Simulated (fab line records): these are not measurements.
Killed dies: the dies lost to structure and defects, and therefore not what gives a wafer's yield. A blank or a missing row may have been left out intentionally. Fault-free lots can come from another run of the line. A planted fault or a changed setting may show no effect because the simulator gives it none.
fab line records	flow sky130
[record] lots = 6	wafers = 18	lastDay = 50
route steps=708 shown NWELL@61 PAD_OPEN@708
lots that met no fault: taken from a fault-free run of the same line
startH: hours from the record's first day to the start of the lot's first wafer shown	waitH: hours from the lot's prior step to this one	" as in the row above	L1.1+2: a row that stands for several wafers	- no value, or no start was given	* or withheld: withheld	< > ~ a bound
route shown NAME@n: names a module that has steps shown in the file, with the first one's number in the route	usual: mean and standard deviation over wafers with no fault	same: alike in all rows	chamber/n: place in a boat	sites: per-site readings	_std_site: their standard deviation	_edge_site: inner sites' mean taken away from outer sites' mean	radiusMm: for every site, how far away it sits from the centre of the wafer	mask NAME#n: copy n	behind: the most recent tool/chamber to have shaped the wafer	hold: the reason the lot was held/the length of the hold in hours/how it ended	device: the n, p or np transistor that did not switch	end of line: tests run on the same wafers once the route is complete	for a step that has no rows: nothing shown but its recipe	killed: dies that structure and defects cost at the first sort, which is not the same as the wafer's yield	map: shows each die of a wafer: x if killed, . if not, _ if none is there
set.NAME: the run value of the setting; set.NAME@STEP: its run value at that earlier step	model.NAME: the simulator's own value behind a step, which no gauge read
lots seen at some steps along the route; tables by step, rows by wafer
services: a tool's chamber out of use, with start hour (startH, from the record's first day; less than 0 if before it), hours out, and reason
[[steps]]
[step SKY_NWELL_PEB_08]
[recipe] tempC = 115	timeS = withheld
[step SKY_NWELL_DEVELOP_09]
[recipe] wallAngleDeg = 90	developer = TMAH	developTimeS = 60	devTempC = 23
[step SKY_NWELL_OVL_MEAS_10]
[usual] NWELL_00_OVL = -1.1/1.4
lot.wafer	tool	chamber	startH	waitH	NWELL_00_OVL[nm]
L459.2	overlay-01	-	92.88	-	0.6
L459.3	"	-	"	"	-0.7
L459.4	"	-	"	"	-1.2
L463.3	overlay-02	-	113.14	-	-1.7
L463.4	"	-	"	"	-3.1
L463.6	"	-	"	"	-1.6
L470.2	overlay-02	-	174.88	-	-0.3
L470.4	"	-	"	"	-1.0
L470.6	"	-	"	"	0.1
L474.1	overlay-02	-	185.68	-	-3.5
L474.4	"	-	"	"	-2.9
L474.6	"	-	"	"	-2.1
L477.3	overlay-02	-	194.32	-	-2.0
L477.5	"	-	"	"	-3.8
L477.6	"	-	"	"	-1.5
L481.2	overlay-01	-	221.07	-	1.5
L481.3	"	-	"	"	-1.1
L481.4	"	-	"	"	0.7
[step SKY_NWELL_IMPLANT_11]
[recipe] species = P	energyKev = 400	doseCm2 = 1.9e+13	tiltDeg = withheld
[step SKY_NWELL_IMPLANT_12]
[recipe] species = P	energyKev = 120	doseCm2 = 1.3e+12	tiltDeg = withheld
[step SKY_NWELL_IMPLANT_13]
[recipe] species = P	energyKev = 50	doseCm2 = 7e+11	tiltDeg = withheld
[step SKY_NWELL_STRIP_14]
[recipe] chemistry = O2/N2	powerW = 1400	pressureMtorr = 1500	platenTempC = withheld	o2FlowSccm = 3000	n2FlowSccm = 300	overashFraction = 0.5
[usual] chamberPressureMTorr = 1499.9/1.5	drypumpMotorCurrentA = 5.9/0.37	oesProductAu = 0.722/0.0045	stripTimeToEndpointS = 36.94/0.1
lot.wafer	tool	chamber	startH	waitH	chamberPressureMTorr	drypumpMotorCurrentA	oesProductAu	rfHoursCounterH	stripTimeToEndpointS
L459.2	plasmaAsher-03	0	93.36	0.1	1502.0	6.4	0.722	40	36.72
L459.3	"	0	"	"	1498.1	6.4	0.730	-	36.83
L459.4	"	1	"	"	1497.7	6.0	0.716	-	36.78
L463.3	plasmaAsher-03	0	113.65	0.1	1498.8	6.4	0.714	-	37.07
L463.4	"	1	"	"	1499.5	6.0	0.721	-	37.07
L463.6	"	1	"	"	1500.4	6.0	0.722	-	37.08
L470.2	plasmaAsher-02	0	175.36	0.1	1499.8	5.8	0.726	5	36.86
L470.4	"	0	"	"	1501.4	5.8	0.724	-	36.92
L470.6	"	1	"	"	1501.1	5.6	0.729	-	37.00
L474.1	plasmaAsher-04	0	186.17	0.1	1501.3	5.3	0.720	36	36.92
L474.4	"	1	"	"	1502.1	5.9	0.725	-	37.05
L474.6	"	1	"	"	1500.3	5.9	0.728	-	37.04
L477.3	plasmaAsher-04	1	194.83	0.1	1501.0	5.9	0.716	-	37.12
L477.5	"	1	"	"	1501.2	5.9	0.724	-	37.08
L477.6	"	0	"	"	1499.4	5.3	0.724	-	37.05
L481.2	plasmaAsher-03	1	221.55	0.1	1500.5	6.0	0.716	53	36.84
L481.3	"	1	"	"	1499.2	6.0	0.720	-	36.85
L481.4	"	0	"	"	1497.7	6.4	0.729	-	36.81
[step SKY_NWELL_TW_MEAS_15]
[usual] NWELL_TW = 1826/8.6
lot.wafer	tool	chamber	startH	waitH	NWELL_TW
L459.2	filmMetro-03	-	93.47	0.1	1805
L459.3	"	-	"	"	1826
L459.4	"	-	"	"	1825
L463.3	filmMetro-02	-	113.74	0.1	1827
L463.4	"	-	"	"	1830
L463.6	"	-	"	"	1816
L470.2	filmMetro-02	-	175.47	0.1	1816
L470.4	"	-	"	"	1828
L470.6	"	-	"	"	1830
L474.1	filmMetro-03	-	186.27	0.1	1834
L474.4	"	-	"	"	1841
L474.6	"	-	"	"	1845
L477.3	filmMetro-04	-	194.92	0.1	1831
L477.5	"	-	"	"	1834
L477.6	"	-	"	"	1828
L481.2	filmMetro-02	-	221.66	0.1	1821
L481.3	"	-	"	"	1811
L481.4	"	-	"	"	1820
[step SKY_NWELL_DEHYDRATE_16]
[recipe] tempC = 200	timeS = 60
[step SKY_NWELL_HMDS_17]
[recipe] primeTimeS = 60	primeTempC = 120
[step SKY_NWELL_COAT_18]
[recipe] spinRpm = 2000	resistThkNm = 3000
[step SKY_NWELL_SOFTBAKE_19]
[recipe] tempC = 110	timeS = withheld
[step SKY_NWELL_EXPOSE_20]
[recipe] maskId = NWM_COMPLEMENT	na = 0.6	sourceShape = conventional	sigmaOuter = 0.6	polarization = unpolarized	targetCdNm = 840	doseMj = 260
lot.wafer	tool	chamber	startH	waitH	mask	model.NWELL.overlayXNm
L459.2+3+4	ilineStepper-01	0	102.19	-	NWM_COMPLEMENT#0	0.3349
L463.3+4+6	ilineStepper-01	0	121.38	-	NWM_COMPLEMENT#0	-1.965
L470.2+4+6	ilineStepper-02	0	185.55	-	NWM_COMPLEMENT#0	0.5054
L474.1+4+6	ilineStepper-01	0	197.06	-	NWM_COMPLEMENT#0	255.6
L477.3+5+6	ilineStepper-01	0	206.29	-	NWM_COMPLEMENT#0	255.5
L481.2+3+4	ilineStepper-02	0	233.48	-	NWM_COMPLEMENT#0	1.048
[step SKY_NWELL_PEB_21]
[recipe] tempC = 115	timeS = withheld
[step SKY_NWELL_DEVELOP_22]
[recipe] wallAngleDeg = 90	developer = TMAH	developTimeS = 60	devTempC = 23
[step SKY_NWELL_OVL_MEAS_23]
[usual] NWELL_01_OVL = -0.2/1.3
lot.wafer	tool	chamber	startH	waitH	NWELL_01_OVL[nm]
L459.2	overlay-02	-	111.92	-	2.4
L459.3	"	-	"	"	-0.4
L459.4	"	-	"	"	0.4
L463.3	overlay-02	-	130.09	-	-2.2
L463.4	"	-	"	"	-1.4
L463.6	"	-	"	"	-1.8
L470.2	overlay-01	-	196.48	-	0.9
L470.4	"	-	"	"	1.1
L470.6	"	-	"	"	0.1
L474.1	overlay-02	-	207.33	-	253.3
L474.4	"	-	"	"	255.2
L474.6	"	-	"	"	252.4
L477.3	overlay-02	-	217.14	-	254.7
L477.5	"	-	"	"	256.9
L477.6	"	-	"	"	255.5
L481.2	overlay-01	-	244.73	-	-0.4
L481.3	"	-	"	"	0.7
L481.4	"	-	"	"	-0.1
[step SKY_NWELL_IMPLANT_24]
[recipe] species = B	energyKev = 140	doseCm2 = 9.2e+12	tiltDeg = withheld
[step SKY_PAD_OPEN_PROBE_99]
[usual] killed_at_M0_to_M3 = 44/7.1	killed_at_M4_up = 3.3/1.8	killedAtContacts = 24/5.1	killedAtFrontEnd = 16/4.7	killedAtOther = 0.3/0.52	killedDies = 87/9.7	killedOnRim = 17/3.8	killedOpen = 47/6.8	killedShort = 39/6.7
[same] grossDies = 492	killedAtBackSide = 0
lot.wafer	tool	chamber	startH	waitH	killed_at_M0_to_M3	killed_at_M4_up	killedAtContacts	killedAtFrontEnd	killedAtOther	killedDies	killedOnRim	killedOpen	killedShort	model.etest.pfet_16v.rOnOhmUm	model.etest.nfet_16v.rOnOhmUm	model.etest.pfet_16v.driveUaUm	model.etest.nfet_16v.driveUaUm	model.etest.sramNfetPass.offLog10AUm	model.etest.sramPfetLatch.offLog10AUm	model.etest.sramPfetLatch.vtSatV	model.etest.pfet_16v.vtV
L459.2	prober-01	-	1071.28	0.1	41	5	27	15	0	88	18	61	26	1.513e+04	1.412e+04	244.5	223	-12.34	-12.35	-0.7471	-1.098
L459.3	prober-01	-	1071.33	0.2	53	5	29	15	0	102	23	60	42	1.478e+04	1.418e+04	247.9	221.8	-12.59	-13.27	-0.8098	-1.091
L459.4	prober-01	-	1071.38	0.2	53	4	33	11	0	101	21	56	44	1.48e+04	1.413e+04	247.6	223.9	-12.26	-12.88	-0.7739	-1.092
L463.3	prober-02	-	1097.93	0.2	48	0	18	21	1	88	17	45	43	1.525e+04	1.408e+04	245.3	219.8	-12.75	-12.38	-0.7482	-1.092
L463.4	prober-02	-	1097.98	0.2	36	3	25	15	1	80	16	42	37	1.491e+04	1.396e+04	253	220.4	-12.23	-12.75	-0.787	-1.094
L463.6	prober-02	-	1098.08	0.2	44	3	24	16	0	87	20	51	36	1.484e+04	1.4e+04	250.2	218.8	-12.63	-12.84	-0.7719	-1.096
L470.2	prober-02	-	1155.50	0.1	43	1	22	15	0	81	15	47	32	1.567e+04	1.415e+04	239.7	213.8	-12.56	-12.53	-0.7692	-1.097
L470.4	prober-02	-	1155.60	0.2	47	3	22	16	0	88	20	46	41	1.565e+04	1.406e+04	243.4	221.7	-12.97	-12.38	-0.7519	-1.083
L470.6	prober-02	-	1155.70	0.2	33	6	20	19	0	78	10	43	35	1.536e+04	1.393e+04	244.5	220.3	-12.68	-12.22	-0.7372	-1.09
L474.1	prober-02	-	1168.74	0.1	44	3	25	198	0	270	56	50	41	7.63e+04	2.658e+04	109.9	162.6	-8.303	-12.18	-0.7399	-1.144
L474.4	prober-02	-	1168.89	0.2	39	2	30	194	0	265	53	49	39	8.85e+04	2.747e+04	107.8	162.9	-9.867	-12.56	-0.7565	-1.158
L474.6	prober-02	-	1168.99	0.2	42	3	34	199	1	279	52	61	34	1.27e+05	2.867e+04	105.5	160.5	-8.356	-12.33	-0.7389	-1.16
L477.3	prober-02	-	1172.57	0.2	39	3	32	218	0	292	55	45	43	4.167e+04	2.22e+04	127.6	175.8	-11.05	-12.04	-0.7311	-1.162
L477.5	prober-02	-	1172.67	0.2	33	2	15	203	0	253	53	42	22	4.022e+04	2.194e+04	130.8	179.4	-9.475	-12.29	-0.7329	-1.156
L477.6	prober-02	-	1172.72	0.2	43	2	21	194	0	260	48	41	39	3.863e+04	2.169e+04	123.6	175.9	-11.01	-12.8	-0.7986	-1.169
L481.2	prober-02	-	1192.22	0.1	40	1	38	17	1	97	17	57	39	1.561e+04	1.418e+04	241.2	222.7	-12.61	-12.57	-0.7585	-1.112
L481.3	prober-02	-	1192.27	0.2	43	1	28	11	1	84	16	41	42	1.552e+04	1.42e+04	239.9	223.9	-12.9	-12.5	-0.7778	-1.107
L481.4	prober-02	-	1192.32	0.2	31	1	25	13	2	72	13	44	26	1.493e+04	1.426e+04	244.6	221.4	-12.44	-12.3	-0.7544	-1.104
// killed by level:class
L459.2 CONTACT:geometricParticle:open=15 VIA2:geometricParticle:open=9 VIA1:geometricParticle:open=8 VIA3:geometricParticle:open=7 FIELD_ISO:geometricParticle:open=5 SPACER:geometricParticle:open=4 METAL2:geometricParticle:short=4 METAL1:geometricParticle:short=4
L459.3 VIA1:geometricParticle:open=16 LI_CONTACT:geometricParticle:open=12 CONTACT:geometricParticle:open=9 METAL2:geometricParticle:short=8 VIA2:geometricParticle:open=7 VIA1:geometricParticle:short=6 METAL1:geometricParticle:short=5 VIA3:geometricParticle:open=5
L459.4 LI_CONTACT:geometricParticle:open=14 CONTACT:geometricParticle:open=11 METAL2:geometricParticle:short=9 VIA1:geometricParticle:open=7 VIA2:geometricParticle:open=7 VIA2:geometricParticle:short=6 FIELD_ISO:geometricParticle:short=4 FIELD_ISO:geometricParticle:open=4
L463.3 VIA1:geometricParticle:open=10 VIA2:geometricParticle:open=8 VIA3:geometricParticle:open=7 METAL1:geometricParticle:short=6 LOCAL_INTERCONNECT:geometricParticle:short=5 POLY_GATE:geometricParticle:open=5 POLY_GATE:geometricParticle:short=5 LI_CONTACT:geometricParticle:open=5
L463.4 VIA1:geometricParticle:open=7 VIA3:geometricParticle:open=6 CONTACT:geometricParticle:open=6 CONTACT:geometricParticle:short=6 METAL1:geometricParticle:short=6 FIELD_ISO:geometricParticle:open=5 LI_CONTACT:geometricParticle:open=5 LI_CONTACT:geometricParticle:short=5
L463.6 CONTACT:geometricParticle:open=10 METAL2:geometricParticle:short=9 VIA3:geometricParticle:open=9 VIA2:geometricParticle:open=8 VIA1:geometricParticle:open=6 FIELD_ISO:geometricParticle:open=5 LOCAL_INTERCONNECT:geometricParticle:short=5 LI_CONTACT:geometricParticle:open=4
L470.2 VIA2:geometricParticle:open=9 CONTACT:geometricParticle:open=8 VIA1:geometricParticle:open=6 METAL2:geometricParticle:short=6 VIA3:geometricParticle:open=6 FIELD_ISO:geometricParticle:short=5 FIELD_ISO:geometricParticle:open=5 METAL1:geometricParticle:short=4
L470.4 VIA1:geometricParticle:open=10 METAL1:geometricParticle:short=9 CONTACT:geometricParticle:open=9 VIA2:geometricParticle:open=7 METAL2:geometricParticle:short=6 FIELD_ISO:geometricParticle:open=5 POLY_GATE:geometricParticle:short=5 VIA3:geometricParticle:open=5
L470.6 CONTACT:geometricParticle:open=9 FIELD_ISO:geometricParticle:short=7 LOCAL_INTERCONNECT:geometricParticle:short=6 FIELD_ISO:geometricParticle:open=5 VIA1:geometricParticle:open=5 METAL1:geometricParticle:short=4 VIA3:geometricParticle:short=4 POLY_GATE:geometricParticle:open=3
L474.1 NWELL:overlay=177 VIA1:geometricParticle:open=16 CONTACT:geometricParticle:open=11 POLY_GATE:geometricParticle:short=8 METAL2:geometricParticle:short=7 VIA3:geometricParticle:open=6 LI_CONTACT:geometricParticle:open=5 POLY_GATE:geometricParticle:open=4
L474.4 NWELL:overlay=175 CONTACT:geometricParticle:open=13 METAL2:geometricParticle:short=12 LI_CONTACT:geometricParticle:open=9 VIA1:geometricParticle:open=7 VIA2:geometricParticle:open=6 LOCAL_INTERCONNECT:geometricParticle:short=4 FIELD_ISO:geometricParticle:short=3
L474.6 NWELL:overlay=184 VIA1:geometricParticle:open=16 CONTACT:geometricParticle:open=15 LI_CONTACT:geometricParticle:open=11 VIA3:geometricParticle:open=6 CONTACT:geometricParticle:short=5 FIELD_ISO:geometricParticle:short=4 POLY_GATE:geometricParticle:short=4
L477.3 NWELL:overlay=204 VIA1:geometricParticle:open=10 LI_CONTACT:geometricParticle:open=8 CONTACT:geometricParticle:short=8 LI_CONTACT:geometricParticle:short=7 CONTACT:geometricParticle:open=5 VIA1:geometricParticle:short=5 METAL2:geometricParticle:short=5
L477.5 NWELL:overlay=189 VIA1:geometricParticle:open=7 VIA3:geometricParticle:open=7 CONTACT:geometricParticle:open=6 VIA2:geometricParticle:open=6 FIELD_ISO:geometricParticle:open=4 LI_CONTACT:geometricParticle:open=4 FIELD_ISO:geometricParticle:short=3
L477.6 NWELL:overlay=180 VIA1:geometricParticle:open=10 VIA1:geometricParticle:short=9 VIA2:geometricParticle:open=9 CONTACT:geometricParticle:open=7 LOCAL_INTERCONNECT:geometricParticle:short=5 FIELD_ISO:geometricParticle:short=4 CONTACT:geometricParticle:short=4
L481.2 CONTACT:geometricParticle:open=15 VIA3:geometricParticle:open=9 LI_CONTACT:geometricParticle:open=8 VIA1:geometricParticle:open=8 LOCAL_INTERCONNECT:geometricParticle:short=6 FIELD_ISO:geometricParticle:short=5 POLY_GATE:geometricParticle:short=5 CONTACT:geometricParticle:short=5
L481.3 CONTACT:geometricParticle:open=11 METAL3:geometricParticle:short=8 VIA1:geometricParticle:open=8 METAL2:geometricParticle:short=7 LI_CONTACT:geometricParticle:open=6 FIELD_ISO:geometricParticle:open=4 LI_CONTACT:geometricParticle:short=4 LOCAL_INTERCONNECT:geometricParticle:short=4
L481.4 CONTACT:geometricParticle:open=11 VIA1:geometricParticle:open=8 VIA2:geometricParticle:open=7 FIELD_ISO:geometricParticle:open=6 LOCAL_INTERCONNECT:geometricParticle:short=5 VIA3:geometricParticle:open=5 LI_CONTACT:geometricParticle:open=4 CONTACT:geometricParticle:short=4
// map L474.6 (x killed, . not)
__________.x.x.xx..._________
________xx..x.xxx.xx.._______
______.x...xxxx.xx..x.xx_____
_____..xx..xx..xx...x...x____
____xxx..x......x.xxxx....___
___...x.x..x.xxx...xxx....x__
__xxx.x.....x.xxxxx.xxxxx.xx_
_xxxxxxx.xx...x.xxx.x.x.x.xxx
_xxxxxxxxx..xx.xxx...x.xx..xx
_.xxx.xxxxx..x...xx.x...xxxx.
_x.xxx..xxxxxxxxxxxx..xxxxxxx
_.x...x.xx...xxxxxx.xxxxxxx.x
_...x.x..xxxx.x...xxxxx.xxxx.
_x.xxxx.x...x....xx...x.xxx.x
_.xx.xx.x..xxx.xxx.x..x...xx.
__x.x..xx.xx..x..xxx.xxxxx.x_
___xx.x..xx.....xxxxxxxxx.x__
____.xxxx..xx.x..x...x.x..___
_____x.xxx..x...x.....x.x____
______x.xx.x.....x.xxxxx_____
________..xxx.x.xxx.x._______
__________x..xx.xxx._________
// map L477.3 (x killed, . not)
__________..xxx.xx.._________
________.x.x...xxx.xxx_______
______.xxxxx..xxxx.xx.x._____
_____xxxx.xxxxx........x.____
____..xx.xxxxxx.x.xxxx.x.x___
___.xxx..xx....xxx..x..x.x.__
__..x..x.x..x...xx.x..xx.xx._
_xx..x....xxx.xxxxxx.x.xx..x.
_xxxxx.xx.xxx.xxx.xxxxxxx.xxx
_x..xx.xx.x.x.xxx.xxxx.......
_x.xx..xx.x.xxxx.xxxxx...x..x
_xx..xxxxxxx...x.x.x.xx.xxxxx
_xxx...xx..xx.xxx.xx.x..xx.x.
_.x.x.x.xxxx.x.x...xx.xx.x.x.
_x..x...xxxx..xxx.x.xxxxxx.xx
__.xxx...xx.xx...xxxxxxx..xx_
___xxxxxx.xx.x..x...xx.xx..__
____xxxxxx.xxxxx.x.xxx..x.___
_____x.x...xxx...x.xx..xx____
______.xxxxxxxx.x..xx.x._____
________xx..xxxx.xxx.x_______
__________.xx.....xx_________
[[services]]
tool	chamber	startH	hours	kind
ilineStepper-01	-	86.07	1.7	pm
plasmaAsher-02	-	108.75	9.0	pm
plasmaAsher-02	0	108.75	9.0	ventCycle
plasmaAsher-02	1	108.75	9.0	ventCycle
plasmaAsher-02	0	117.75	-	clean
plasmaAsher-02	1	117.75	-	clean
ilineStepper-02	-	145.11	1.7	pm
ilineStepper-01	0	151.41	-	calibration
ilineStepper-01	-	177.75	1.1	repair
plasmaAsher-02	-	179.24	2.8	pm
[[key]]
[firstSign] step = SKY_NWELL_OVL_MEAS_23	reading = NWELL_01_OVL	direction = up	sigmas = 99+	usual = -0.2	struck = 254.7
[effect] step = SKY_PAD_OPEN_PROBE_99	reading = killedAtFrontEnd	direction = up	sigmas = 39	usual = 16	struck = 201
[modelEffect] step = SKY_NWELL_EXPOSE_20	value = NWELL.overlayXNm	without = 0.1646	struck = 255.5
[modelEffect] step = SKY_PAD_OPEN_PROBE_99	value = etest.pfet_16v.rOnOhmUm	without = 1.529e+04	struck = 6.872e+04
[moreKillsBornAt] SKY_NWELL_EXPOSE_20@ilineStepper-01 = 1109
metAt SKY_NWELL_EXPOSE_20
struckWafers L474.1,L474.4,L474.6,L477.3,L477.5,L477.6
testerLeftOut L474,L477
onsetBetween 121.38 197.06
alsoFits SKY_NWELL_STRIP_14:plasmaAsher-04
[fault] kind = scannerMatchingOverlay	tool = ilineStepper-01	chamber = -	onsetH = 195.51	steps = SKY_NWELL_EXPOSE_20	offset = 255.36
// testerLeftOut: of these lots the tester's yield and bins aren't shown, on N5 and GAA mostly nor the transistor test; their killed dies are dies lost to structure and defects alone, not to doping, threshold or leakage, so they don't give the yield
